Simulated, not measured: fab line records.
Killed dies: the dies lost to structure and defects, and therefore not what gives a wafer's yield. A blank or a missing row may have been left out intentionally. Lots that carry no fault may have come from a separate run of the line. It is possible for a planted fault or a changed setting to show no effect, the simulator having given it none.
A lot that was struck, set against a sound lot | flow sky130 | 23 steps out of a route of 708
Sound: wafers L365.1, L365.3, L365.6. The struck wafers were L373.3, L373.5, L373.6. The cause comes at the end.
At each step with rows: each side's tool, then ch and its chambers, then its first start. Under that, the readings that differ: sound wafers | struck wafers | difference of the means | sigmas: that difference in standard deviations of wafers without a fault.
alike: a reading whose means differ by less than 2 such deviations, as well as words and numbers matching on both sides. not compared: withheld readings; readings where some wafer has no value; bounds like >300 that might hide an equal value; numbers whose values overlap and for which the record gives no deviation.
A row with sigmas, a row that says differs or no value, or rows on one side alone: a step with any of these is where the two part. When numbers do not overlap yet have no deviation, they are printed without sigmas and do not part them. A reading missing from all wafers of one side parts the sides only when that side holds two or more wafers.

first, 7 steps without rows for these wafers: SKY_RES_XHIGH_HMDS_01 (prime time 60 s); SKY_RES_XHIGH_COAT_02 (resist thk 1140 nm); SKY_RES_XHIGH_SOFTBAKE_03 (time 60 s); SKY_RES_XHIGH_EXPOSE_04 (exposes mask URPM, target cd 1270 nm); SKY_RES_XHIGH_PEB_05; SKY_RES_XHIGH_DEVELOP_06 (develop time 60 s); SKY_RES_XHIGH_IMPLANT_07.
SKY_RES_XHIGH_STRIP_08: strips in O2/N2.
  sound on plasma asher-02 ch 0,1, day 28 01:58; struck on plasma asher-01 ch 0,1, day 30 19:20
  alike: drypump motor current A, oes product au, strip time to endpoint s
  not compared: rf hours counter h
SKY_RES_XHIGH_TW_MEAS_09:
  sound: film metro-01 at day 28 02:04; struck: film metro-01 at day 30 19:26
  alike: RES_XHIGH_TW
then, 3 steps without rows for these wafers: SKY_SD_N_DEHYDRATE_00 (time 60 s); SKY_SD_N_HMDS_01 (prime time 60 s); SKY_SD_N_COAT_02 (resist thk 1140 nm).
SKY_SD_N_SOFTBAKE_03: time 60 s.
  sound on litho track-03 ch 0, day 28 16:07; struck on litho track-03 ch 0, day 31 10:31
  reading                                   | sound             | struck            | difference | sigmas
  heater power total W (W)                  | 56.60 56.53 56.63 | 59.28 59.40 59.49 | +2.80      | +60
  plate temp C (C)                          | 90.06 90.05 90.08 | 93.07 93.18 93.23 | +3.10      | +26
  model.NOVOLAK_of_SD_N_COAT_02.thk nm (nm) | 1135 1138 1135    | 1131 1131 1130    | -5         |
then, 2 steps without rows for these wafers: SKY_SD_N_EXPOSE_04 (exposes mask NSDM, target cd 380 nm); SKY_SD_N_PEB_05.
SKY_SD_N_DEVELOP_06: develop time 60 s.
  sound on litho track-03 ch 0, day 29 06:40; struck on litho track-04 ch 0, day 32 00:04
  reading                                   | sound          | struck         | difference | sigmas
  model.NOVOLAK_of_SD_N_COAT_02.thk nm (nm) | 1134 1138 1135 | 1131 1131 1129 | -5         |
SKY_SD_N_CD_MEAS_07: the cd target is 380 nm.
  sound: cd sem-01 at day 29 06:53; struck: cd sem-01 at day 32 00:13
  alike: cd nm
SKY_SD_N_OVL_MEAS_08:
  sound: overlay-02 at day 29 07:00; struck: overlay-01 at day 32 00:18
  alike: SD_N_OVL
then, 2 steps without rows for these wafers: SKY_SD_N_IMPLANT_09; SKY_SD_N_IMPLANT_10.
SKY_SD_N_STRIP_11: strips in O2/N2.
  sound on plasma asher-03 ch 0,1, day 29 07:20; struck on plasma asher-02 ch 0,1, day 32 00:40
  alike: drypump motor current A, oes product au, strip time to endpoint s
  not compared: rf hours counter h
SKY_SD_N_TW_MEAS_12:
  sound: film metro-01 at day 29 07:26; struck: film metro-03 at day 32 00:45
  reading | sound          | struck         | difference | sigmas
  SD_N_TW | 3953 3969 3962 | 4058 4059 4074 | +102       | +3
-- record jumps: 17 days separate the struck wafers' starts on either side; left off in module SD_N, taken up again in module PAD_OPEN, whose first shown step is the route's number 708 --
SKY_PAD_OPEN_PROBE_99:
  sound: prober-02 at day 47 08:29; struck: prober-02 at day 49 02:58
  alike: killed_at_M0_to_M3, killed_at_M4_up, killed at contacts, killed at front end, killed at other, killed dies, killed open, killed short

WHERE THEY PART
At SKY_SD_N_SOFTBAKE_03 first; at SKY_SD_N_TW_MEAS_12 last (within this record only). Later steps at which nothing parts them and some readings are alike: SKY_PAD_OPEN_PROBE_99.

WHY: whatever the simulator had introduced
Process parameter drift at SKY_SD_N_SOFTBAKE_03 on litho track-03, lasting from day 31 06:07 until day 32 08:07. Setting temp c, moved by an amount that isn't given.
